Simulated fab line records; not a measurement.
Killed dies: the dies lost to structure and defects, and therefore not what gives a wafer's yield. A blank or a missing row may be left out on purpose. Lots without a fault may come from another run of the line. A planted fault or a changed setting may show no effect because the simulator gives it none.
Matching of chambers / flow gf180mcu / cmp-01 running GF_V1_CMP_26: 3 sister chambers
The step polishes, stops on SiO2, t overpolish 15 s, target thk 0 nm. 3 wafers are shown with their chamber, then 4 later ones without.

## WAFERS WITH THEIR CHAMBER
wafer=L630.6; chamber=0; motor current A (A)=9.6
wafer=L631.3; chamber=2; motor current A (A)=11.3
wafer=L631.4; chamber=3; motor current A (A)=12.9

## WAFERS WITH NO CHAMBER GIVEN
wafer=L632.1; motor current A (A)=9.2
wafer=L632.5; motor current A (A)=9.0
wafer=L639.1; motor current A (A)=12.3
wafer=L639.4; motor current A (A)=9.4

## CHAMBER TAKEN BY EACH
wafer=L632.1; from the rows above=0; in truth=0
wafer=L632.5; from the rows above=0; in truth=0
wafer=L639.1; from the rows above=can't be placed: 3 or 2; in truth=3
wafer=L639.4; from the rows above=0; in truth=0
Correct placement for 3 of the 4. From these rows, 1 cannot be placed; in 1 the true chamber is one of the candidates. Wrongly placed: 0.
How it was worked out, from the rows above alone: a wafer's distance from a chamber is the root of the sum, over the readings, of the square of ((its reading less the chamber's mean) divided by the reading's scatter). If the next closest chamber is less than 2 further off than the closest, the wafer can't be placed; otherwise it belongs to the closest. A chamber's mean is the mean of its shown wafers. The scatter: root of mean squared gap, hidden wafer to nearest shown wafer, with one shown wafer a chamber.
